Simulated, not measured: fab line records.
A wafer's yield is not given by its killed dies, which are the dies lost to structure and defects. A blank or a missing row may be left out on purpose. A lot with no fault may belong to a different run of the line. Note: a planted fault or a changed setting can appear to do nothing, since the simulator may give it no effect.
Comparing a struck lot with a sound one | flow sky130 | 15 out of 708 route steps
Sound: the wafers L658.1, L658.2, L658.4. Struck: wafer L661.5. (L661.3, L661.6 of the same lot were not struck and are left out.) The cause comes at the end.
Per side, at each step with rows, come the tool, then ch with its chambers, and then its first start. Under that, the readings that differ: sound wafers | struck wafers | difference of the means | sigmas: that difference in standard deviations of wafers without a fault.
alike: readings with means less than 2 such deviations apart, plus words and numbers identical on both sides. not compared: withheld readings, readings lacking a value on some wafer, bounds such as >300 that could conceal the same value, and numbers that have no deviation in the record and whose values overlap.
The two part at a step that has a row with sigmas, a row that says differs or no value, or rows on one side only. Numbers that don't overlap but have no deviation are shown without sigmas and don't part them. A reading missing from all wafers of one side parts the sides only when that side holds two or more wafers.

first, 5 steps without rows for these wafers: SKY_LI_CONTACT_COAT_07 (resist thk 450 nm); SKY_LI_CONTACT_SOFTBAKE_08 (time 90 s); SKY_LI_CONTACT_EXPOSE_09 (exposes mask LICM1, target cd 170 nm); SKY_LI_CONTACT_PEB_10; SKY_LI_CONTACT_DEVELOP_11 (develop time 60 s).
SKY_LI_CONTACT_CD_MEAS_12 targets a cd of 170 nm.
  sound on cd-sem-02, day 28 11:34; struck on cd-sem-01, day 29 20:37
  alike: cd-nm
SKY_LI_CONTACT_OVL_MEAS_13:
  sound on overlay-01, day 28 11:41; struck on overlay-02, day 29 20:42
  alike: LI_CONTACT_OVL
SKY_LI_CONTACT_ETCH_14: etches BARC in N2/H2, stops on SiO2, time 45.9 s, target depth 60 nm.
  sound on rie-diel-03 ch 0,1,2, day 28 11:43; struck on rie-diel-04 ch 0, day 29 20:43
  reading               | sound             | struck | difference | sigmas
  oes-product-au (a.u.) | 0.861 0.861 0.860 | 0.850  | -0.011     | -2
  alike: drypump-motor-current-A, rf-fwd-power-W, throttle-valve-pct
  not compared: rf-hours-counter-h
SKY_LI_CONTACT_ETCH_15: etches PSG in C4F8/O2/Ar, stops on Si, target depth 600 nm.
  sound on rie-diel-03 ch 0,1,2, day 28 11:46; struck on rie-diel-04 ch 0, day 29 20:46
  alike: oes-product-au, rf-fwd-power-W
SKY_LI_CONTACT_STRIP_16: strips in O2/N2.
  sound on plasma-asher-03 ch 0,1, day 28 11:51; struck on plasma-asher-04 ch 1, day 29 20:53
  alike: drypump-motor-current-A, oes-product-au, strip-time-to-endpoint-s
  not compared: rf-hours-counter-h
then, 2 steps without rows for these wafers: SKY_LI_CONTACT_CLEAN_17 (cleans in NMP, time 600 s); SKY_LI_CONTACT_PRE_CLEAN_18 (time 5.6 s).
SKY_LI_CONTACT_SPUTTER_19: material Ti, target thk 20 nm, time 106.37 s.
  sound on pvd-sputter-01, day 28 12:10; struck on pvd-sputter-01, day 29 21:19
  reading                                       | sound             | struck | difference | sigmas
  model.Ti_of_LI_CONTACT_SPUTTER_19.thk-nm (nm) | 20.09 20.07 19.95 | 17.95  | -2.09      |
  alike: throttle-valve-pct
SKY_LI_CONTACT_SPUTTER_20: material TiN, target thk 20 nm, time 80 s.
  sound on pvd-sputter-01, day 28 12:14; struck on pvd-sputter-01, day 29 21:23
  alike: throttle-valve-pct
-- record jumps: 16 days separate the struck wafers' starts on either side; left off in module LI_CONTACT, taken up again in module PAD_OPEN, whose first shown step is the route's number 708 --
SKY_PAD_OPEN_PROBE_99:
  sound on prober-02, day 45 06:23; struck on prober-01, day 46 04:13
  alike: killed_at_M0_to_M3, killed_at_M4_up, killed-at-contacts, killed-at-front-end, killed-at-other, killed-dies, killed-open, killed-short

## WHERE THEY PART
Only at SKY_LI_CONTACT_ETCH_14, as far as this record shows. Later steps at which nothing parts them and some readings are alike: SKY_LI_CONTACT_ETCH_15, SKY_LI_CONTACT_STRIP_16, SKY_LI_CONTACT_SPUTTER_19, SKY_LI_CONTACT_SPUTTER_20, SKY_PAD_OPEN_PROBE_99.

WHY: what had been put in by the simulator
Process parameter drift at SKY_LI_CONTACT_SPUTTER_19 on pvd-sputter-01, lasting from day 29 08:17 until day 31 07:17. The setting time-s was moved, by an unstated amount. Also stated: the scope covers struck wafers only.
